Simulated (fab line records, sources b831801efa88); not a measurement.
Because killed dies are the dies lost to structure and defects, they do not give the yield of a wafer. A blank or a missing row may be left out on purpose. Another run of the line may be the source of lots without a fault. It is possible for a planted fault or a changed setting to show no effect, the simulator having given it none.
fab line records -- flow sky130
record: lots: 12, wafers: 36, lastDay: 49
route steps=708 shown CAPM@551 METAL3@565 VIA4@657 PAD_OPEN@702
lots that met no fault: taken from a fault-free run of the same line
startH: the number of hours between the record's first day and the start of the first shown wafer of the lot -- waitH: hours from the lot's prior step to this one -- " unchanged from the row above -- L1.1+2: a row that stands for several wafers -- - no value, or no start given -- * or withheld: withheld -- < > ~ a bound
route shown NAME@n: a module of which the file shows steps, and the number in the route of the first -- usual: mean and standard deviation over wafers with no fault -- same: alike in all rows -- chamber/n: place in a boat -- sites: the reading at each site -- _std_site: standard deviation of those values -- _edge_site: mean of outer sites minus mean of inner sites -- radiusMm: for every site, how far away it sits from the centre of the wafer -- mask NAME#n: copy n -- behind: the tool/chamber that last shaped the wafer -- hold: why the lot was held/for how many hours/how that ended -- device: transistor that didn't switch, given as n, p or np -- end of line: at the end of the route, the tests of the same wafers -- a step with no rows: only its recipe -- killed: dies that structure and defects cost at the first sort, which is not the same as the wafer's yield -- map: the dies of a wafer, with x for killed, . for not killed, _ for no die there
set.NAME: the setting the step ran with; set.NAME@STEP: the setting that earlier step ran with -- model.NAME: the simulator's own value behind a step, which no gauge read
one table for each step of the route and one row for each wafer, over a sample of lots
services: from which hour (startH, from the record's first day; less than 0 if before it) a tool's chamber was out of use, for how many hours, and why
== steps ==
step: SKY_CAPM_STRIP_14
recipe: chemistry: O2/N2, powerW: 1400, pressureMtorr: 1500, platenTempC: withheld, o2FlowSccm: 3000, n2FlowSccm: 300, overashFraction: 0.5
usual: chamberPressureMTorr: 1500.0/1.4, drypumpMotorCurrentA: 5.6/0.48, oesProductAu: 0.710/0.0043, stripTimeToEndpointS: 12.71/0.055
lot.wafer,tool,chamber,startH,waitH,chamberPressureMTorr,drypumpMotorCurrentA,oesProductAu,rfHoursCounterH,stripTimeToEndpointS
L697.2,plasmaAsher-03,1,863.22,0.1,1497.2,6.2,0.714,13,12.82
L697.3,plasmaAsher-03,1,863.22,0.1,1501.0,6.2,0.709,-,12.75
L697.4,plasmaAsher-03,0,863.22,0.1,1499.6,6.2,0.718,-,12.71
L700.1,plasmaAsher-03,0,898.88,0.1,1500.4,6.2,0.717,17,12.81
L700.2,plasmaAsher-03,1,898.88,0.1,1498.9,6.2,0.716,17,12.74
L700.4,plasmaAsher-03,0,898.88,0.1,1501.1,6.2,0.713,-,12.79
L701.2,plasmaAsher-01,0,906.73,0.1,1499.3,5.8,0.710,83,12.69
L701.3,plasmaAsher-01,1,906.73,0.1,1499.5,4.9,0.708,-,12.76
L701.5,plasmaAsher-01,1,906.73,0.1,1500.3,4.9,0.711,-,12.75
L702.1,plasmaAsher-01,0,909.42,0.1,1500.9,5.8,0.713,83,12.71
L702.5,plasmaAsher-01,1,909.42,0.1,1501.3,4.9,0.706,-,12.68
L702.6,plasmaAsher-01,0,909.42,0.1,1499.5,5.8,0.704,-,12.66
L703.1,plasmaAsher-02,0,915.72,0.1,1499.2,5.8,0.714,49,12.68
L703.3,plasmaAsher-02,1,915.72,0.1,1499.1,5.1,0.706,-,12.67
L703.5,plasmaAsher-02,0,915.72,0.1,1499.0,5.9,0.715,-,12.67
L704.1,plasmaAsher-01,1,924.47,0.1,1499.0,4.9,0.709,85,12.77
L704.2,plasmaAsher-01,0,924.47,0.1,1498.3,5.8,0.713,85,12.70
L704.3,plasmaAsher-01,0,924.47,0.1,1500.3,5.8,0.717,-,12.76
L705.1,plasmaAsher-02,0,932.28,0.1,1499.8,5.8,0.711,50,12.75
L705.4,plasmaAsher-02,0,932.28,0.1,1500.2,5.9,0.713,-,12.71
L705.6,plasmaAsher-02,1,932.28,0.1,1499.9,5.1,0.704,-,12.67
L706.1,plasmaAsher-02,0,943.50,0.1,1499.6,5.8,0.706,51,12.67
L706.5,plasmaAsher-02,0,943.50,0.1,1497.6,5.9,0.718,-,12.61
L706.6,plasmaAsher-02,1,943.50,0.1,1498.1,5.1,0.710,-,12.71
L707.2,plasmaAsher-01,1,947.55,0.1,1501.4,4.9,0.716,87,12.62
L707.3,plasmaAsher-01,1,947.55,0.1,1502.4,4.9,0.712,-,12.73
L707.6,plasmaAsher-01,1,947.55,0.1,1500.1,4.9,0.710,-,12.69
L711.1,plasmaAsher-02,1,979.96,0.1,1499.0,5.1,0.710,55,12.59
L711.4,plasmaAsher-02,1,979.96,0.1,1500.1,5.1,0.705,-,12.59
L711.6,plasmaAsher-02,0,979.96,0.1,1498.4,5.8,0.703,-,12.60
L712.2,plasmaAsher-02,0,989.52,0.1,1501.6,5.9,0.711,56,12.74
L712.5,plasmaAsher-02,1,989.52,0.1,1500.0,5.1,0.712,-,12.79
L712.6,plasmaAsher-02,0,989.52,0.1,1499.7,5.9,0.719,-,12.68
L713.1,plasmaAsher-02,1,992.33,0.1,1498.4,5.1,0.708,56,12.65
L713.2,plasmaAsher-02,0,992.33,0.1,1500.4,5.9,0.708,56,12.59
L713.6,plasmaAsher-02,1,992.33,0.1,1497.6,5.1,0.711,-,12.69
step: SKY_METAL3_DESCUM_15
recipe: chemistry: O2, sourcePowerW: 150, biasPowerW: 0, pressureMtorr: 10, tempC: 40, timeS: 8
usual: drypumpMotorCurrentA: 5.6/0.31, oesProductAu: 1.004/0.011
lot.wafer,tool,chamber,startH,waitH,drypumpMotorCurrentA,oesProductAu,rfHoursCounterH
L697.2,rieMetal-01,0,889.62,0.0,6.1,1.005,9
L697.3,rieMetal-01,1,889.62,0.0,5.2,0.996,-
L697.4,rieMetal-01,0,889.62,0.0,6.0,1.006,-
L700.1,rieMetal-03,1,923.88,0.0,5.8,0.995,10
L700.2,rieMetal-03,0,923.88,0.0,5.6,1.020,17
L700.4,rieMetal-03,0,923.88,0.0,5.6,1.018,-
L701.2,rieMetal-01,1,931.73,0.0,5.1,0.991,14
L701.3,rieMetal-01,0,931.73,0.0,6.1,1.000,-
L701.5,rieMetal-01,1,931.73,0.0,5.1,1.002,-
L702.1,rieMetal-03,0,934.97,0.0,5.6,1.010,18
L702.5,rieMetal-03,0,934.97,0.0,5.6,1.016,-
L702.6,rieMetal-03,1,934.97,0.0,5.8,0.994,-
L703.1,rieMetal-03,1,941.07,0.0,5.8,0.993,11
L703.3,rieMetal-03,1,941.07,0.0,5.8,0.988,-
L703.5,rieMetal-03,1,941.07,0.0,5.8,0.997,-
L704.1,rieMetal-02,0,949.87,0.0,5.3,0.989,13
L704.2,rieMetal-02,1,949.87,0.0,5.6,1.017,15
L704.3,rieMetal-02,0,949.87,0.0,5.3,0.998,-
L705.1,rieMetal-02,0,957.23,0.0,5.3,1.000,13
L705.4,rieMetal-02,1,957.23,0.0,5.6,0.993,-
L705.6,rieMetal-02,0,957.23,0.0,5.3,0.978,-
L706.1,rieMetal-02,0,969.07,0.0,5.3,0.990,13
L706.5,rieMetal-02,1,969.07,0.0,5.6,1.007,-
L706.6,rieMetal-02,0,969.07,0.0,5.3,0.998,-
L707.2,rieMetal-01,0,972.42,0.0,6.0,1.005,13
L707.3,rieMetal-01,0,972.42,0.0,6.0,1.005,-
L707.6,rieMetal-01,0,972.42,0.0,6.0,1.012,-
L711.1,rieMetal-01,0,1003.73,0.0,6.1,1.008,15
L711.4,rieMetal-01,0,1003.73,0.0,6.1,1.003,-
L711.6,rieMetal-01,0,1003.73,0.0,6.1,1.011,-
L712.2,rieMetal-03,0,1013.07,0.0,5.6,1.026,24
L712.5,rieMetal-03,0,1013.07,0.0,5.6,1.027,-
L712.6,rieMetal-03,1,1013.07,0.0,5.8,1.004,-
L713.1,rieMetal-01,1,1015.97,0.0,5.1,0.990,19
L713.2,rieMetal-01,0,1015.97,0.0,6.0,1.015,16
L713.6,rieMetal-01,1,1015.97,0.0,5.1,0.995,-
step: SKY_VIA4_CVD_18
recipe: material: W, targetThkNm: 505, timeS: 152.14, tempC: 400, pressureTorr: 40
usual: heaterPowerW: 769/29
lot.wafer,tool,chamber,startH,waitH,heaterPowerW
L697.2,cvdW-01,1,994.32,0.0,752
L697.3,cvdW-01,1,994.32,0.0,761
L697.4,cvdW-01,0,994.32,0.0,769
L700.1,cvdW-01,1,1026.51,0.0,750
L700.2,cvdW-01,0,1026.51,0.0,775
L700.4,cvdW-01,1,1026.51,0.0,743
L701.2,cvdW-02,1,1031.98,0.0,738
L701.3,cvdW-02,1,1031.98,0.0,728
L701.5,cvdW-02,1,1031.98,0.0,748
L702.1,cvdW-01,1,1034.79,0.0,748
L702.5,cvdW-01,1,1034.79,0.0,756
L702.6,cvdW-01,0,1034.79,0.0,762
L703.1,cvdW-02,0,1042.24,0.0,825
L703.3,cvdW-02,1,1042.24,0.0,730
L703.5,cvdW-02,0,1042.24,0.0,808
L704.1,cvdW-02,1,1049.72,0.0,764
L704.2,cvdW-02,0,1049.72,0.0,786
L704.3,cvdW-02,0,1049.72,0.0,795
L705.1,cvdW-02,1,1055.94,0.0,738
L705.4,cvdW-02,1,1055.94,0.0,732
L705.6,cvdW-02,1,1055.94,0.0,726
L706.1,cvdW-01,0,1066.32,0.0,770
L706.5,cvdW-01,1,1066.32,0.0,774
L706.6,cvdW-01,0,1066.32,0.0,765
L707.2,cvdW-02,0,1069.94,0.0,826
L707.3,cvdW-02,1,1069.94,0.0,730
L707.6,cvdW-02,0,1069.94,0.0,810
L711.1,cvdW-02,0,1095.39,0.0,805
L711.4,cvdW-02,0,1095.39,0.0,802
L711.6,cvdW-02,0,1095.39,0.0,795
L712.2,cvdW-02,0,1105.16,0.0,806
L712.5,cvdW-02,0,1105.16,0.0,834
L712.6,cvdW-02,1,1105.16,0.0,746
L713.1,cvdW-01,0,1107.74,0.0,783
L713.2,cvdW-01,1,1107.74,0.0,759
L713.6,cvdW-01,1,1107.74,0.0,755
step: SKY_PAD_OPEN_STRIP_08
recipe: chemistry: O2/N2, powerW: 1400, pressureMtorr: 1500, platenTempC: withheld, overashFraction: 0.7, o2FlowSccm: 3000, n2FlowSccm: 300
usual: chamberPressureMTorr: 1500.1/1.3, drypumpMotorCurrentA: 5.8/0.49, oesProductAu: 0.663/0.005
lot.wafer,tool,chamber,startH,waitH,chamberPressureMTorr,drypumpMotorCurrentA,oesProductAu,rfHoursCounterH
L697.2,plasmaAsher-01,0,1063.77,0.1,1499.9,5.8,0.664,100
L697.3,plasmaAsher-01,0,1063.77,0.1,1500.8,5.8,0.659,-
L697.4,plasmaAsher-01,1,1063.77,0.1,1500.5,4.9,0.658,-
L700.1,plasmaAsher-02,1,1091.82,0.1,1500.4,5.1,0.669,67
L700.2,plasmaAsher-02,0,1091.82,0.1,1499.4,5.9,0.664,67
L700.4,plasmaAsher-02,0,1091.82,0.1,1500.3,5.8,0.659,-
L701.2,plasmaAsher-03,0,1096.32,0.1,1500.2,6.2,0.664,35
L701.3,plasmaAsher-03,1,1096.32,0.1,1502.2,6.2,0.658,-
L701.5,plasmaAsher-03,1,1096.32,0.1,1499.5,6.2,0.665,-
L702.1,plasmaAsher-03,0,1100.12,0.1,1497.5,6.2,0.667,36
L702.5,plasmaAsher-03,0,1100.12,0.1,1498.7,6.2,0.668,-
L702.6,plasmaAsher-03,1,1100.12,0.1,1502.5,6.2,0.663,-
L703.1,plasmaAsher-03,0,1105.82,0.1,1497.7,6.2,0.670,36
L703.3,plasmaAsher-03,0,1105.82,0.1,1498.8,6.2,0.659,-
L703.5,plasmaAsher-03,0,1105.82,0.1,1498.8,6.2,0.666,-
L704.1,plasmaAsher-03,0,1113.72,0.1,1501.3,6.2,0.661,37
L704.2,plasmaAsher-03,1,1113.72,0.1,1501.0,6.2,0.660,37
L704.3,plasmaAsher-03,1,1113.72,0.1,1497.4,6.2,0.664,-
L705.1,plasmaAsher-02,1,1117.92,0.1,1501.8,5.1,0.661,68
L705.4,plasmaAsher-02,1,1117.92,0.1,1500.3,5.1,0.659,-
L705.6,plasmaAsher-02,0,1117.92,0.1,1499.7,5.8,0.664,-
L706.1,plasmaAsher-02,1,1128.22,0.1,1502.1,5.1,0.656,69
L706.5,plasmaAsher-02,0,1128.22,0.1,1499.5,5.9,0.661,-
L706.6,plasmaAsher-02,1,1128.22,0.1,1498.9,5.1,0.664,-
L707.2,plasmaAsher-01,1,1131.57,0.1,1497.2,4.9,0.659,106
L707.3,plasmaAsher-01,0,1131.57,0.1,1498.6,5.8,0.655,-
L707.6,plasmaAsher-01,0,1131.57,0.1,1499.2,5.8,0.658,-
L711.1,plasmaAsher-03,1,1155.12,0.1,-,-,-,-
L711.4,plasmaAsher-03,0,1155.12,0.1,-,-,-,-
L711.6,plasmaAsher-03,0,1155.12,0.1,-,-,-,-
L712.2,plasmaAsher-03,0,1162.07,0.1,-,-,-,-
L712.5,plasmaAsher-03,1,1162.07,0.1,-,-,-,-
L712.6,plasmaAsher-03,0,1162.07,0.1,-,-,-,-
L713.1,plasmaAsher-03,1,1165.77,0.1,-,-,-,-
L713.2,plasmaAsher-03,0,1165.77,0.1,-,-,-,-
L713.6,plasmaAsher-03,0,1165.77,0.1,-,-,-,-
== services ==
tool,chamber,startH,hours,kind
rieMetal-03,-,855.62,1.4,pm
rieMetal-02,-,874.87,1.5,repair
rieMetal-02,1,876.18,1.9,repair
plasmaAsher-01,-,891.64,10.5,repair
cvdW-01,-,904.00,14.0,pm
cvdW-01,0,904.00,14.0,ventCycle
cvdW-01,1,904.00,14.0,ventCycle
cvdW-01,0,918.00,-,clean
cvdW-01,1,918.00,-,clean
rieMetal-03,-,929.48,2.8,pm
rieMetal-03,1,971.58,15.1,repair
cvdW-01,0,977.90,3.7,repair
plasmaAsher-03,-,987.77,14.6,pm
rieMetal-02,-,1011.53,0.3,repair
plasmaAsher-01,-,1027.94,0.9,repair
plasmaAsher-01,-,1073.74,2.8,pm
plasmaAsher-02,-,1099.79,14.6,pm
rieMetal-03,0,1112.81,-,clean
rieMetal-03,0,1112.81,18.1,scheduledDown
rieMetal-01,1,1151.06,-,clean
rieMetal-01,1,1151.06,-,consumableReplace:focusRing
rieMetal-01,1,1151.06,14.1,scheduledDown
rieMetal-01,1,1151.06,14.1,ventCycle
rieMetal-01,0,1152.52,5.0,repair
== key ==
firstSign: step: SKY_PAD_OPEN_STRIP_08, reading: toolRecord, direction: missing
effect none on later readings
metAt SKY_PAD_OPEN_STRIP_08
struckLots L711,L712,L713
notActingAt SKY_CAPM_STRIP_14,SKY_METAL3_DESCUM_15,SKY_VIA4_CVD_18
onsetBetween 1113.72 1155.12
fault: kind: skippedStepWhole, tool: plasmaAsher-03, chamber: -, onsetH: 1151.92, steps: SKY_PAD_OPEN_STRIP_08, scope: struckLotsOnly
